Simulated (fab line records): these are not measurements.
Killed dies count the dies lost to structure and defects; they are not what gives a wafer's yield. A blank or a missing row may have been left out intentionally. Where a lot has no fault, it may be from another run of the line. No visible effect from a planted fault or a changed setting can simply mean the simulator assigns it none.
Problem report, 8D (eight disciplines) form, completed by code :: flow gf180mcu :: the parts of the form that need people (team, actions taken, sign-off) are left out

1. PROBLEM STATEMENT
Wafers free of any fault read 46.15 ohm/sq (standard deviation 0.083) for NSD_RS at GF_PSD_RS_MEAS_14, against a mean of 47.49 ohm/sq on 6 wafers of 2 lots. Relative to the usual mean, that is a shift of +16 standard deviations.
The step: measures by four-point-probe.
First observed at day 20 02:37: wafer L121.1, on film-metro-04. At this step, 33 wafers from 11 lots have a number in the record. The rule behind "out" and "out of limits": a value lying over 4 standard deviations away from the usual mean. Any other wafer with a number is counted as sound.

2. WHAT IT IS; WHAT IT IS NOT
question: which readings at this step
is: NSD_RS
is not: -

question: which lots
is: L121, L124
is not: L104, L106, L108, L110, L112, L113, L115, L120, L126

question: which wafers of those lots
is: all that have a number
is not: -

question: read on which gauges
is: film-metro-03, film-metro-04
is not: film-metro-01

question: when
is: from day 20 02:37
is not: up to then (24 sound wafers); but 3 sound wafers of L126 came after

3. WHAT RULES OUT EACH SUSPECT
Counting: a tool at any process step up to the reading remains a suspect when it ran all the lots that are out and ran no sound lot after the first of those.
- ruled out: the gauge at GF_PSD_RS_MEAS_14. The wafers that are out were read on 2 gauges (film-metro-03, film-metro-04).
- implanter-03 at GF_NSD_IMPLANT_10: kept. Every lot that is out went through it, starting with L121 (day 19 01:41), and after that it ran no sound lot; the last sound lot it ran before then is L120 (day 18 22:14). On those wafers its own readings are out: beam-on-s, faraday-current-uA.
The count leaves implanter-03 at GF_NSD_IMPLANT_10.

4. THE CAUSE (what the simulator had put in)
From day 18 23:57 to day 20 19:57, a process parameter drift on implanter-03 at GF_NSD_IMPLANT_10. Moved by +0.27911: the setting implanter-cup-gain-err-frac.
This tool alone remained once counting was done.

5. THE CHAIN OF EFFECTS, in route order
Each row: a reading where the mean over the struck wafers with a number is more than 3 standard deviations away from the usual. Readings are gone through only where the record gives a usual standard deviation; hours: the median, over the lots, of the time from a lot's start at the first step in this table giving one to that lot's start at this step; sigmas: the change measured in usual standard deviations.
hours: 0
step: GF_NSD_IMPLANT_10
reading: beam-on-s
usual: 10.01 s
on struck wafers: 7.79
change: -2.22
sigmas: -11

hours: 0
step: GF_NSD_IMPLANT_10
reading: faraday-current-uA
usual: 2783
on struck wafers: 3572
change: +790
sigmas: +14

hours: 0
step: GF_NSD_STRIP_11
reading: strip-time-to-endpoint-s
usual: 22.96 s
on struck wafers: 22.84
change: -0.12
sigmas: -3.0

hours: 24
step: GF_PSD_RS_MEAS_14
reading: NSD_RS
usual: 46.15 ohm/sq
on struck wafers: 47.49
change: +1.34
sigmas: +16
The process steps in it:
- GF_NSD_IMPLANT_10
- GF_NSD_STRIP_11: strips in O2/N2.

6. WHAT WOULD HAVE CAUGHT IT SOONER
27 hours passed between the start of the fault at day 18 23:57 and the first reading out of limits at a measuring or inspecting step in this record, taken at day 20 02:37.
Tool's own readings at GF_NSD_IMPLANT_10, beam-on-s, faraday-current-uA: out on all struck wafers the step has rows for; an alarm limit on them would have tripped on the first.
L124, from the lots that are out (2), started GF_NSD_IMPLANT_10 on implanter-03 later than day 20 02:37. Had the tool been put on hold then, it would have been spared.
